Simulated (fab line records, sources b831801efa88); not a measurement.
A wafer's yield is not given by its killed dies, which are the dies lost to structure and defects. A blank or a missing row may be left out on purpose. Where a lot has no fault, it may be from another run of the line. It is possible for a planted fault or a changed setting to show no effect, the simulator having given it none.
fab line records	flow sky130
[record] lots = 13	wafers = 38	last_day = 51
route steps=708 shown VT_ADJUST_PCH@149 CAPM@549 CAP2M@617 PASSIVATION@692 PAD_OPEN@708
lots untouched by any fault: they come from a run of this same line in which no faults occurred
start_h: start of the lot's first displayed wafer, in hours after the record's first day	wait_h: hours from the lot's prior step to this one	" unchanged from the row above	L1.1+2: one row covering several wafers at once	- value missing, or start not given	* or withheld: withheld	< > ~ a bound
route shown NAME@n: NAME is a module with steps in the file, n the number in the route of the first one	usual: the fault-free wafers' mean and standard deviation	same: alike in all rows	chamber/n: place in a boat	sites: per-site readings	_std_site: the values' standard deviation	_edge_site: outer sites' mean less inner sites'	radius_mm: how far each site lies from the wafer's centre	mask NAME#n: copy n	behind: the most recent tool/chamber to have shaped the wafer	hold: the reason the lot was held/the length of the hold in hours/how it ended	device: which transistor (n, p or np) failed to switch	end of line: tests run on the same wafers once the route is complete	a step given without rows: its recipe and nothing more	killed: at the first sort, the dies lost to defects and structure; wafer yield is something else	map: a wafer's dies, marking killed ones x, the rest . and places with no die _
set.NAME: setting as actually run; set.NAME@STEP: the setting as run at that earlier step	model.NAME: the simulator's own value behind a step, which no gauge read
steps of the route over a sample of lots; a table a step, a row a wafer
services: the hour from which a tool's chamber was out of use, counted from the record's first day as start_h (under 0 if before that day), plus the number of hours and why
[[steps]]
[step SKY_VT_ADJUST_PCH_DEVELOP_06]
[recipe] wall_angle_deg = 90	developer = TMAH	develop_time_s = 60	dev_temp_c = 23
lot.wafer	tool	chamber	start_h	wait_h
L627.2+3+4	litho_track-04	0	238	-
L629.1+3+5	litho_track-04	0	256	-
L630.1+4+6	litho_track-04	0	268	-
L631.2+4+6	litho_track-04	0	269	-
L632.1+3+6	litho_track-04	0	274	-
L633.1+2+3	litho_track-02	0	285	-
L636.2+6	litho_track-04	0	303	-
L641.4+5+6	litho_track-01	0	345	-
L644.3+5+6	litho_track-02	0	368	-
L648.1+5+6	litho_track-01	0	392	-
L647.3+4+5	litho_track-02	0	393	-
L649.1+3+4	litho_track-01	0	400	-
L650.3+4+6	litho_track-01	0	405	-
[step SKY_VT_ADJUST_PCH_OVL_MEAS_07]
[usual] VT_ADJUST_PCH_OVL = 0.7/1.4
lot.wafer	tool	chamber	start_h	wait_h	VT_ADJUST_PCH_OVL[nm]
L627.2	overlay-02	-	238.45	-	0.2
L627.3	"	-	"	"	-0.8
L627.4	"	-	"	"	-0.2
L629.1	overlay-02	-	257.04	-	0.0
L629.3	"	-	"	"	-0.3
L629.5	"	-	"	"	-0.8
L630.1	overlay-02	-	268.79	-	1.4
L630.4	"	-	"	"	0.1
L630.6	"	-	"	"	2.0
L631.2	overlay-02	-	269.80	-	-
L631.4	"	-	"	"	2.0
L631.6	"	-	"	"	-
L632.1	overlay-01	-	274.84	-	0.5
L632.3	"	-	"	"	1.0
L632.6	"	-	"	"	-
L633.1	overlay-01	-	286.12	-	1.2
L633.2	"	-	"	"	1.3
L633.3	"	-	"	"	2.3
L636.2	overlay-01	-	304.05	-	-
L636.6	"	-	"	"	-
L641.4	overlay-01	-	345.24	-	-0.3
L641.5	"	-	"	"	-0.2
L641.6	"	-	"	"	-0.8
L644.3	overlay-02	-	368.33	-	0.7
L644.5	"	-	"	"	0.6
L644.6	"	-	"	"	0.8
L648.1	overlay-02	-	392.98	-	-0.9
L648.5	"	-	"	"	-0.3
L648.6	"	-	"	"	0.4
L647.3	overlay-01	-	393.28	-	1.1
L647.4	"	-	"	"	2.0
L647.5	"	-	"	"	2.8
L649.1	overlay-02	-	400.18	-	3.3
L649.3	"	-	"	"	2.7
L649.4	"	-	"	"	3.4
L650.3	overlay-02	-	405.54	-	-0.8
L650.4	"	-	"	"	-0.4
L650.6	"	-	"	"	0.3
[step SKY_CAPM_OVL_MEAS_12]
[usual] CAPM_OVL = 0.2/1.3
lot.wafer	tool	chamber	start_h	wait_h	CAPM_OVL[nm]
L627.2	overlay-01	-	899.10	0.1	2.6
L627.3	"	-	"	"	3.2
L627.4	"	-	"	"	1.7
L629.1	overlay-02	-	926.14	0.1	2.5
L629.3	"	-	"	"	-0.2
L629.5	"	-	"	"	2.1
L630.1	overlay-01	-	928.12	0.1	-3.2
L630.4	"	-	"	"	-1.3
L630.6	"	-	"	"	-1.0
L631.2	overlay-01	-	928.60	0.1	-0.8
L631.4	"	-	"	"	0.3
L631.6	"	-	"	"	-0.4
L632.1	overlay-02	-	933.44	0.1	-1.3
L632.3	"	-	"	"	-0.7
L632.6	"	-	"	"	-0.4
L633.1	overlay-01	-	946.54	0.1	2.4
L633.2	"	-	"	"	2.5
L633.3	"	-	"	"	1.8
L636.2	overlay-01	-	966.85	0.1	1.4
L636.6	"	-	"	"	0.6
L641.4	overlay-02	-	999.98	0.1	1.1
L641.5	"	-	"	"	-0.5
L641.6	"	-	"	"	1.0
L644.3	overlay-02	-	1020.63	0.1	0.7
L644.5	"	-	"	"	0.5
L644.6	"	-	"	"	0.4
L647.3	overlay-02	-	1034.70	0.1	-2.3
L647.4	"	-	"	"	0.9
L647.5	"	-	"	"	0.1
L648.1	overlay-01	-	1038.79	0.1	-0.7
L648.5	"	-	"	"	-2.7
L648.6	"	-	"	"	0.0
L649.1	overlay-02	-	1046.79	0.1	-1.7
L649.3	"	-	"	"	-0.6
L649.4	"	-	"	"	-1.1
L650.3	overlay-01	-	1047.73	0.1	2.2
L650.4	"	-	"	"	1.5
L650.6	"	-	"	"	1.1
[step SKY_CAP2M_STRIP_14]
[recipe] chemistry = O2/N2	power_w = 1400	pressure_mtorr = 1500	platen_temp_c = withheld	o2_flow_sccm = 3000	n2_flow_sccm = 300	overash_fraction = 0.5
[usual] drypump_motor_current_A = 5.7/0.45	oes_product_au = 0.709/0.0042	strip_time_to_endpoint_s = 12.67/0.049
lot.wafer	tool	chamber	start_h	wait_h	drypump_motor_current_A	oes_product_au	rf_hours_counter_h	strip_time_to_endpoint_s
L627.2	plasma_asher-03	0	978.99	0.1	5.4	0.710	52	12.71
L627.3	"	0	"	"	5.4	0.717	-	12.65
L627.4	"	1	"	"	6.1	0.707	-	12.66
L629.1	plasma_asher-03	1	1004.66	0.1	6.1	0.717	55	12.61
L629.3	"	0	"	"	5.4	0.704	-	12.69
L629.5	"	0	"	"	5.4	0.707	-	12.63
L630.1	plasma_asher-02	0	1006.04	0.1	5.4	0.708	118	12.65
L630.4	"	0	"	"	5.4	0.708	-	12.68
L630.6	"	1	"	"	5.2	0.701	-	12.69
L631.2	plasma_asher-02	0	1007.76	0.1	5.5	0.707	118	12.65
L631.4	"	1	"	"	5.2	0.709	-	12.71
L631.6	"	1	"	"	5.2	0.709	-	12.63
L632.1	plasma_asher-04	1	1010.23	0.1	6.1	0.712	25	12.66
L632.3	"	0	"	"	6.4	0.705	-	12.63
L632.6	"	0	"	"	6.4	0.710	-	12.67
L633.1	plasma_asher-03	0	1023.59	0.1	5.4	0.711	57	12.71
L633.2	"	1	"	"	6.1	0.710	57	12.66
L633.3	"	0	"	"	5.3	0.708	-	12.67
L636.2	plasma_asher-02	1	1043.16	0.1	5.2	0.715	122	12.61
L636.6	"	0	"	"	5.5	0.707	-	12.69
L641.4	plasma_asher-02	1	1073.69	0.1	5.2	0.711	-	12.61
L641.5	"	0	"	"	5.4	0.712	-	12.62
L641.6	"	1	"	"	5.2	0.708	-	12.65
L644.3	plasma_asher-02	1	1091.67	0.1	5.2	0.709	-	12.64
L644.5	"	0	"	"	5.4	0.702	-	12.62
L644.6	"	1	"	"	5.2	0.707	-	12.65
L647.3	plasma_asher-04	0	1105.26	0.1	6.4	0.708	-	12.77
L647.4	"	1	"	"	6.1	0.701	-	12.70
L647.5	"	0	"	"	6.4	0.708	-	12.73
L648.1	plasma_asher-03	0	1107.74	0.1	5.4	0.708	65	12.77
L648.5	"	0	"	"	5.4	0.716	-	12.74
L648.6	"	1	"	"	6.1	0.710	-	12.82
L649.1	plasma_asher-03	1	1115.78	0.1	6.1	0.702	66	12.72
L649.3	"	0	"	"	5.4	0.709	-	12.64
L649.4	"	1	"	"	6.1	0.717	-	12.69
L650.3	plasma_asher-03	1	1116.69	0.1	6.1	0.712	-	12.71
L650.4	"	0	"	"	5.4	0.708	-	12.74
L650.6	"	0	"	"	5.4	0.712	-	12.73
[step SKY_PASSIVATION_ETCH_11]
[recipe] chemistry = CF4/O2	target_depth_nm = 725	stop_on = AlCu	source_w = 800	bias_w = 150	pressure_mtorr = 150	cf4_flow_sccm = 80	O2_flow_sccm = 10	time_s = 161.1
[usual] drypump_motor_current_A = 5.8/0.4	oes_product_au = 0.978/0.0079	throttle_valve_pct = 5.965/0.0095
lot.wafer	tool	chamber	start_h	wait_h	drypump_motor_current_A	oes_product_au	rf_hours_counter_h	throttle_valve_pct
L627.2	rie_diel-03	1	1077.12	-	6.2	0.979	11	5.969
L627.3	"	3	"	"	5.8	0.972	9	5.972
L627.4	"	2	"	"	5.9	0.984	-	5.977
L629.1	rie_diel-01	1	1100.09	-	6.2	0.970	23	5.964
L629.3	"	3	"	"	5.9	0.981	15	5.958
L629.5	"	3	"	"	5.9	1.000	-	5.968
L630.1	rie_diel-04	3	1101.13	-	5.9	0.986	24	5.978
L630.4	"	2	"	"	5.4	0.977	17	5.951
L630.6	"	0	"	"	6.2	0.964	-	5.949
L631.2	rie_diel-01	3	1101.83	-	5.9	0.966	15	5.963
L631.4	"	1	"	"	6.3	0.990	23	5.973
L631.6	"	2	"	"	5.9	0.973	-	5.963
L632.1	rie_diel-04	3	1104.74	-	5.9	0.978	24	5.968
L632.3	"	0	"	"	6.3	0.982	19	5.975
L632.6	"	1	"	"	4.8	0.983	-	5.975
L633.1	rie_diel-03	1	1116.02	-	6.2	0.974	12	5.953
L633.2	"	2	"	"	5.9	0.979	17	5.961
L633.3	"	3	"	"	5.7	0.972	11	5.957
L636.2	rie_diel-03	1	1132.52	-	6.2	0.985	13	5.949
L636.6	"	1	"	"	6.2	0.992	-	5.966
L641.4	rie_diel-01	2	1160.02	-	5.9	0.981	26	5.971
L641.5	"	0	"	"	5.8	0.972	-	5.966
L641.6	"	3	"	"	5.9	0.979	-	5.968
L644.3	rie_diel-04	1	1175.82	-	4.8	0.958	9	5.964
L644.5	"	1	"	"	4.8	0.970	-	5.982
L644.6	"	0	"	"	6.2	0.971	-	5.965
L647.3	rie_diel-04	2	1186.52	-	5.4	0.986	21	5.972
L647.4	"	0	"	"	6.2	0.982	22	5.962
L647.5	"	3	"	"	5.9	0.986	-	5.975
L648.1	rie_diel-04	2	1188.62	-	5.4	0.963	21	5.957
L648.5	"	2	"	"	5.4	0.984	-	5.967
L648.6	"	1	"	"	4.8	0.968	-	5.971
L649.1	rie_diel-04	0	1194.53	-	6.3	0.977	22	5.972
L649.3	"	2	"	"	5.4	0.972	21	5.964
L649.4	"	1	"	"	4.8	0.962	9	5.958
L650.3	rie_diel-03	3	1196.24	-	5.7	0.957	14	5.953
L650.4	"	2	"	"	5.9	0.972	20	5.951
L650.6	"	3	"	"	5.7	0.991	-	5.961
[step SKY_PAD_OPEN_PROBE_99]
[usual] killed_at_M0_to_M3 = 44/7.2	killed_at_M4_up = 2.9/1.8	killed_at_contacts = 24/5.2	killed_at_front_end = 15/4	killed_at_other = 0.2/0.49	killed_dies = 85/9.1	killed_on_rim = 17/3.7	killed_open = 47/6.8	killed_short = 38/5.7
[same] gross_dies = 492	killed_at_back_side = 0
lot.wafer	tool	chamber	start_h	wait_h	hold	killed_at_M0_to_M3	killed_at_M4_up	killed_at_contacts	killed_at_front_end	killed_at_other	killed_dies	killed_on_rim	killed_open	killed_short
L627.2	prober-02	-	1101.24	0.1	-	41	5	24	14	0	84	22	50	34
L627.3	prober-02	-	1101.29	0.2	-	44	2	26	22	0	94	17	61	33
L627.4	prober-02	-	1101.34	0.2	-	35	3	29	15	0	82	20	46	36
L629.1	prober-02	-	1123.80	0.1	-	50	2	29	8	0	89	21	52	37
L629.3	prober-02	-	1123.90	0.2	-	50	7	24	19	0	100	19	55	45
L629.5	prober-02	-	1124.00	0.2	-	50	5	21	9	0	85	11	52	33
L630.1	prober-01	-	1124.14	0.1	-	41	2	31	13	0	87	16	45	42
L630.4	prober-01	-	1124.29	0.2	-	46	1	23	15	1	86	19	46	40
L630.6	prober-01	-	1124.39	0.2	-	62	1	34	8	0	105	21	57	48
L631.2	prober-02	-	1125.44	0.1	await_dispo/2.3h/release	33	7	23	428	1	492	96	37	38
L631.4	prober-02	-	1125.54	0.2	await_dispo/2.3h/release	48	6	24	11	0	89	14	49	40
L631.6	prober-02	-	1125.64	0.2	await_dispo/2.3h/release	44	3	22	422	1	492	96	44	43
L632.1	prober-01	-	1128.93	0.1	await_dispo/5.1h/release	41	7	22	13	0	83	15	44	39
L632.3	prober-01	-	1129.03	0.2	await_dispo/5.1h/release	54	2	27	15	0	98	24	48	50
L632.6	prober-01	-	1129.18	0.2	await_dispo/5.1h/release	47	2	23	420	0	492	96	53	33
L633.1	prober-01	-	1138.84	0.1	-	53	2	14	15	0	84	16	47	37
L633.2	prober-01	-	1138.89	0.1	-	54	8	25	14	0	101	14	60	41
L633.3	prober-01	-	1138.94	0.2	-	52	5	22	12	0	91	18	41	50
L636.2	prober-01	-	1154.10	0.1	await_dispo/1.9h/release	61	4	25	402	0	492	96	55	49
L636.6	prober-01	-	1154.30	0.2	await_dispo/1.9h/release	54	1	15	422	0	492	96	48	35
L641.4	prober-02	-	1180.92	0.2	-	52	6	23	6	0	87	20	48	39
L641.5	prober-02	-	1180.97	0.2	-	60	3	19	11	0	93	22	46	47
L641.6	prober-02	-	1181.02	0.2	-	42	5	19	17	0	83	21	45	38
L644.3	prober-01	-	1195.27	0.2	-	32	2	20	12	2	68	12	34	34
L644.5	prober-01	-	1195.37	0.2	-	41	2	11	13	0	67	15	35	32
L644.6	prober-01	-	1195.42	0.2	-	38	1	21	20	0	80	16	41	39
L647.3	prober-02	-	1205.55	0.2	-	42	2	27	12	0	83	16	49	34
L647.4	prober-02	-	1205.60	0.2	-	47	2	22	19	0	90	13	53	37
L647.5	prober-02	-	1205.65	0.2	-	40	6	36	12	0	94	21	54	40
L648.1	prober-01	-	1206.96	0.1	-	47	3	19	13	2	84	20	45	39
L648.5	prober-01	-	1207.16	0.2	-	37	4	23	11	0	75	17	40	35
L648.6	prober-01	-	1207.21	0.2	-	29	1	10	15	0	55	10	31	24
L649.1	prober-02	-	1212.91	0.1	-	32	2	25	22	0	81	16	44	37
L649.3	prober-02	-	1213.01	0.2	-	46	5	22	20	1	94	22	52	42
L649.4	prober-02	-	1213.06	0.2	-	40	5	28	9	1	83	9	50	33
L650.3	prober-01	-	1213.88	0.2	-	42	3	31	19	0	95	19	54	41
L650.4	prober-01	-	1213.93	0.2	-	34	3	21	22	0	80	12	36	44
L650.6	prober-01	-	1214.03	0.2	-	39	2	23	11	0	75	13	38	37
// killed by level:class
L627.2 VIA2:geometric_particle:open=11 LI_CONTACT:geometric_particle:open=9 FIELD_ISO:geometric_particle:short=7 VIA1:geometric_particle:open=7 VIA3:geometric_particle:open=7 CONTACT:geometric_particle:short=6 POLY_GATE:geometric_particle:open=4 CONTACT:geometric_particle:open=4
L627.3 VIA1:geometric_particle:open=17 CONTACT:geometric_particle:open=12 VIA2:geometric_particle:open=8 VIA1:geometric_particle:short=6 LI_CONTACT:geometric_particle:open=6 FIELD_ISO:geometric_particle:short=5 METAL1:geometric_particle:short=5 FIELD_ISO:geometric_particle:open=4
L627.4 LI_CONTACT:geometric_particle:open=14 VIA1:geometric_particle:open=10 VIA1:geometric_particle:short=7 VIA2:geometric_particle:open=7 CONTACT:geometric_particle:open=6 FIELD_ISO:geometric_particle:short=5 LOCAL_INTERCONNECT:geometric_particle:short=5 FIELD_ISO:geometric_particle:open=3
L629.1 VIA3:geometric_particle:open=13 CONTACT:geometric_particle:open=10 VIA1:geometric_particle:open=10 LI_CONTACT:geometric_particle:open=8 METAL2:geometric_particle:short=8 VIA1:geometric_particle:short=5 LOCAL_INTERCONNECT:geometric_particle:short=4 CONTACT:geometric_particle:short=4
L629.3 VIA1:geometric_particle:open=13 LI_CONTACT:geometric_particle:open=9 FIELD_ISO:geometric_particle:open=7 VIA3:geometric_particle:open=7 METAL2:geometric_particle:short=7 VIA1:geometric_particle:short=6 POLY_GATE:geometric_particle:short=5 CONTACT:geometric_particle:open=5
L629.5 VIA1:geometric_particle:open=13 VIA3:geometric_particle:open=10 CONTACT:geometric_particle:open=7 VIA2:geometric_particle:open=7 LI_CONTACT:geometric_particle:open=6 METAL1:geometric_particle:short=6 VIA1:geometric_particle:short=5 METAL2:geometric_particle:short=5
L630.1 CONTACT:geometric_particle:open=10 LI_CONTACT:geometric_particle:open=9 VIA1:geometric_particle:open=9 VIA1:geometric_particle:short=7 VIA2:geometric_particle:open=7 METAL1:geometric_particle:short=5 LOCAL_INTERCONNECT:geometric_particle:short=5 METAL2:geometric_particle:short=5
L630.4 CONTACT:geometric_particle:open=9 VIA2:geometric_particle:open=9 VIA1:geometric_particle:open=6 VIA1:geometric_particle:short=6 POLY_GATE:geometric_particle:open=5 METAL2:geometric_particle:short=5 VIA3:geometric_particle:open=4 POLY_GATE:geometric_particle:short=4
L630.6 VIA1:geometric_particle:open=19 CONTACT:geometric_particle:open=13 METAL2:geometric_particle:short=10 VIA1:geometric_particle:short=10 LI_CONTACT:geometric_particle:open=8 CONTACT:geometric_particle:short=7 VIA2:geometric_particle:open=6 LI_CONTACT:geometric_particle:short=5
L631.2 VT_ADJUST_PCH:area_develop=417 VIA1:geometric_particle:open=12 CONTACT:geometric_particle:open=7 LI_CONTACT:geometric_particle:open=6 CONTACT:geometric_particle:short=6 FIELD_ISO:geometric_particle:short=5 VIA1:geometric_particle:short=5 METAL2:geometric_particle:short=5
L631.4 VIA1:geometric_particle:open=14 METAL2:geometric_particle:short=9 LI_CONTACT:geometric_particle:open=8 CONTACT:geometric_particle:open=6 VIA2:geometric_particle:open=6 VIA3:geometric_particle:open=6 METAL1:geometric_particle:short=5 METAL4:geometric_particle:short=4
L631.6 VT_ADJUST_PCH:area_develop=405 VIA1:geometric_particle:open=12 METAL2:geometric_particle:short=7 LI_CONTACT:geometric_particle:open=6 LOCAL_INTERCONNECT:geometric_particle:short=6 VIA2:geometric_particle:open=6 VIA1:geometric_particle:short=5 LI_CONTACT:geometric_particle:short=4
L632.1 VIA1:geometric_particle:open=13 CONTACT:geometric_particle:open=10 LI_CONTACT:geometric_particle:short=7 METAL2:geometric_particle:short=6 VIA2:geometric_particle:open=6 METAL4:geometric_particle:short=5 VIA1:geometric_particle:short=4 FIELD_ISO:geometric_particle:short=3
L632.3 VIA3:geometric_particle:open=10 METAL2:geometric_particle:short=9 CONTACT:geometric_particle:short=8 VIA1:geometric_particle:short=8 LI_CONTACT:geometric_particle:open=7 VIA1:geometric_particle:open=7 CONTACT:geometric_particle:open=6 FIELD_ISO:geometric_particle:open=5
L632.6 VT_ADJUST_PCH:area_develop=406 CONTACT:geometric_particle:open=12 VIA1:geometric_particle:open=10 VIA3:geometric_particle:open=9 VIA2:geometric_particle:open=9 METAL2:geometric_particle:short=7 FIELD_ISO:geometric_particle:open=5 VIA2:geometric_particle:short=5
L633.1 VIA1:geometric_particle:open=13 CONTACT:geometric_particle:open=9 VIA2:geometric_particle:open=8 METAL2:geometric_particle:short=7 FIELD_ISO:geometric_particle:open=5 POLY_GATE:geometric_particle:short=5 METAL1:geometric_particle:short=5 VIA3:geometric_particle:short=5
L633.2 VIA1:geometric_particle:open=11 VIA2:geometric_particle:open=10 CONTACT:geometric_particle:open=8 VIA3:geometric_particle:open=7 METAL2:geometric_particle:short=7 LI_CONTACT:geometric_particle:open=6 FIELD_ISO:geometric_particle:open=5 METAL4:geometric_particle:short=5
L633.3 VIA1:geometric_particle:open=13 CONTACT:geometric_particle:open=11 METAL1:geometric_particle:short=9 VIA2:geometric_particle:short=6 METAL2:geometric_particle:short=6 VIA2:geometric_particle:open=6 FIELD_ISO:geometric_particle:short=5 METAL4:geometric_particle:short=5
L636.2 VT_ADJUST_PCH:area_develop=388 VIA1:geometric_particle:open=17 METAL1:geometric_particle:short=8 VIA3:geometric_particle:open=8 LI_CONTACT:geometric_particle:open=7 CONTACT:geometric_particle:open=7 CONTACT:geometric_particle:short=6 VIA2:geometric_particle:short=6
L636.6 VT_ADJUST_PCH:area_develop=409 VIA1:geometric_particle:open=14 VIA2:geometric_particle:open=8 CONTACT:geometric_particle:open=7 VIA3:geometric_particle:short=7 VIA3:geometric_particle:open=7 VIA2:geometric_particle:short=5 METAL1:geometric_particle:short=4
L641.4 CONTACT:geometric_particle:open=12 VIA1:geometric_particle:open=9 METAL1:geometric_particle:short=8 VIA2:geometric_particle:open=8 METAL2:geometric_particle:short=7 VIA3:geometric_particle:open=7 LI_CONTACT:geometric_particle:open=6 VIA2:geometric_particle:short=6
L641.5 VIA1:geometric_particle:open=16 VIA3:geometric_particle:open=6 POLY_GATE:geometric_particle:short=5 LOCAL_INTERCONNECT:geometric_particle:short=5 METAL1:geometric_particle:short=5 VIA1:geometric_particle:short=5 METAL2:geometric_particle:short=5 VIA2:geometric_particle:short=5
L641.6 VIA1:geometric_particle:open=10 CONTACT:geometric_particle:short=7 FIELD_ISO:geometric_particle:open=6 VIA2:geometric_particle:open=6 LI_CONTACT:geometric_particle:open=6 VIA3:geometric_particle:open=6 VIA1:geometric_particle:short=5 METAL2:geometric_particle:short=5
L644.3 CONTACT:geometric_particle:open=7 CONTACT:geometric_particle:short=5 VIA1:geometric_particle:open=5 METAL2:geometric_particle:short=5 FIELD_ISO:geometric_particle:open=4 POLY_GATE:geometric_particle:short=4 METAL1:geometric_particle:short=4 VIA1:geometric_particle:short=4
L644.5 METAL1:geometric_particle:short=7 VIA2:geometric_particle:open=6 CONTACT:geometric_particle:open=6 VIA1:geometric_particle:open=6 METAL2:geometric_particle:short=5 VIA1:geometric_particle:short=4 METAL2:geometric_particle:open=4 FIELD_ISO:geometric_particle:short=3
L644.6 METAL2:geometric_particle:short=8 VIA1:geometric_particle:open=8 FIELD_ISO:geometric_particle:open=7 CONTACT:geometric_particle:open=7 FIELD_ISO:geometric_particle:short=6 LI_CONTACT:geometric_particle:open=6 METAL1:geometric_particle:short=6 CONTACT:geometric_particle:short=4
L647.3 VIA1:geometric_particle:open=13 CONTACT:geometric_particle:open=11 LI_CONTACT:geometric_particle:open=6 CONTACT:geometric_particle:short=6 VIA3:geometric_particle:short=5 VIA3:geometric_particle:open=5 POLY_GATE:geometric_particle:short=4 METAL3:geometric_particle:short=4
L647.4 VIA1:geometric_particle:open=11 LI_CONTACT:geometric_particle:open=8 VIA3:geometric_particle:open=8 VIA2:geometric_particle:open=7 CONTACT:geometric_particle:open=7 VIA1:geometric_particle:short=5 METAL2:geometric_particle:short=4 VIA3:geometric_particle:short=4
L647.5 CONTACT:geometric_particle:open=13 VIA1:geometric_particle:open=9 LI_CONTACT:geometric_particle:open=7 VIA3:geometric_particle:open=7 CONTACT:geometric_particle:short=6 LI_CONTACT:geometric_particle:short=6 VIA3:geometric_particle:short=6 FIELD_ISO:geometric_particle:open=5
L648.1 VIA1:geometric_particle:open=9 VIA2:geometric_particle:open=9 CONTACT:geometric_particle:open=7 VIA1:geometric_particle:short=6 LI_CONTACT:geometric_particle:open=5 METAL1:geometric_particle:short=5 VIA3:geometric_particle:short=5 CONTACT:geometric_particle:short=4
L648.5 CONTACT:geometric_particle:open=10 VIA1:geometric_particle:open=7 VIA3:geometric_particle:open=6 FIELD_ISO:geometric_particle:short=5 METAL1:geometric_particle:short=5 VIA1:geometric_particle:short=5 VIA2:geometric_particle:open=5 LI_CONTACT:geometric_particle:short=4
L648.6 VIA3:geometric_particle:open=6 VIA1:geometric_particle:open=5 VIA2:geometric_particle:short=5 FIELD_ISO:geometric_particle:short=4 FIELD_ISO:geometric_particle:open=4 LI_CONTACT:geometric_particle:open=4 VIA2:geometric_particle:open=4 CONTACT:geometric_particle:open=3
L649.1 LI_CONTACT:geometric_particle:open=8 CONTACT:geometric_particle:open=7 FIELD_ISO:geometric_particle:open=6 VIA1:geometric_particle:open=6 METAL2:geometric_particle:short=5 POLY_GATE:geometric_particle:open=4 LOCAL_INTERCONNECT:geometric_particle:short=4 METAL1:geometric_particle:short=4
L649.3 VIA1:geometric_particle:open=10 METAL1:geometric_particle:short=9 VIA3:geometric_particle:open=9 LI_CONTACT:geometric_particle:open=7 FIELD_ISO:geometric_particle:open=6 FIELD_ISO:geometric_particle:short=6 CONTACT:geometric_particle:short=5 VIA1:geometric_particle:short=4
L649.4 CONTACT:geometric_particle:open=12 VIA1:geometric_particle:open=8 LI_CONTACT:geometric_particle:open=7 METAL1:geometric_particle:short=7 VIA2:geometric_particle:open=7 VIA3:geometric_particle:open=6 METAL2:geometric_particle:short=5 CONTACT:geometric_particle:short=4
L650.3 CONTACT:geometric_particle:open=11 VIA2:geometric_particle:open=10 LI_CONTACT:geometric_particle:open=7 VIA1:geometric_particle:open=7 POLY_GATE:geometric_particle:open=6 FIELD_ISO:geometric_particle:short=5 LOCAL_INTERCONNECT:geometric_particle:short=5 VIA1:geometric_particle:short=5
L650.4 VIA1:geometric_particle:open=7 POLY_GATE:geometric_particle:open=7 CONTACT:geometric_particle:open=7 METAL2:geometric_particle:short=6 POLY_GATE:geometric_particle:short=5 VIA1:geometric_particle:short=5 FIELD_ISO:geometric_particle:short=4 CONTACT:geometric_particle:short=4
L650.6 CONTACT:geometric_particle:open=10 VIA3:geometric_particle:open=10 METAL2:geometric_particle:short=7 VIA1:geometric_particle:short=6 FIELD_ISO:geometric_particle:open=4 LOCAL_INTERCONNECT:geometric_particle:short=4 METAL1:geometric_particle:short=4 VIA2:geometric_particle:open=4
[[services]]
tool	chamber	start_h	hours	kind
rie_diel-04	1	244.50	5.8	repair
rie_diel-04	2	296.40	2.9	repair
rie_diel-04	3	312.49	2.5	repair
rie_diel-04	3	420.05	4.7	repair
plasma_asher-03	-	421.25	9.0	pm
rie_diel-04	3	428.94	27.1	repair
rie_diel-04	-	454.90	0.3	repair
rie_diel-04	0	496.57	17.4	repair
plasma_asher-03	-	508.31	19.8	pm
rie_diel-04	-	543.28	0.8	repair
rie_diel-04	0	576.07	5.1	repair
rie_diel-04	-	613.83	0.1	repair
rie_diel-04	0	666.77	4.9	repair
rie_diel-04	0	697.34	1.5	repair
plasma_asher-03	-	704.69	5.0	repair
rie_diel-04	1	737.07	15.9	repair
rie_diel-04	2	737.77	10.9	repair
plasma_asher-03	-	788.62	0.7	repair
plasma_asher-03	-	792.67	2.2	repair
rie_diel-04	3	810.22	13.3	repair
plasma_asher-03	-	846.60	2.8	pm
rie_diel-04	1	855.35	5.1	repair
rie_diel-04	0	910.34	8.0	repair
rie_diel-04	3	933.68	3.7	repair
[[key]]
[first_sign] step = SKY_VT_ADJUST_PCH_OVL_MEAS_07	reading = VT_ADJUST_PCH_OVL	direction = missing
[effect] step = SKY_PAD_OPEN_PROBE_99	reading = killed_at_front_end	direction = up	sigmas = 99+	usual = 15	struck = 419
[more_kills_born_at] SKY_VT_ADJUST_PCH_DEVELOP_06@litho_track-04 = 2025
met_at SKY_VT_ADJUST_PCH_DEVELOP_06
struck_lots L631,L632,L636
struck_wafers L631.2,L631.6,L632.6,L636.2,L636.6
tester_left_out L631,L632,L636
not_acting_at SKY_CAPM_OVL_MEAS_12,SKY_CAP2M_STRIP_14,SKY_PASSIVATION_ETCH_11
[fault] kind = process_parameter_drift	tool = litho_track-04	chamber = -	onset_h = 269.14	steps = SKY_VT_ADJUST_PCH_DEVELOP_06	channel = develop_time_s	offset = *	shape = step	end_h = 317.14	scope = struck_wafers_only	acts_in = *	stated = *
// tester_left_out: of these lots the tester's yield and bins aren't shown, on N5 and GAA mostly nor the transistor test; their killed dies are dies lost to structure and defects alone, not to doping, threshold or leakage, so they don't give the yield
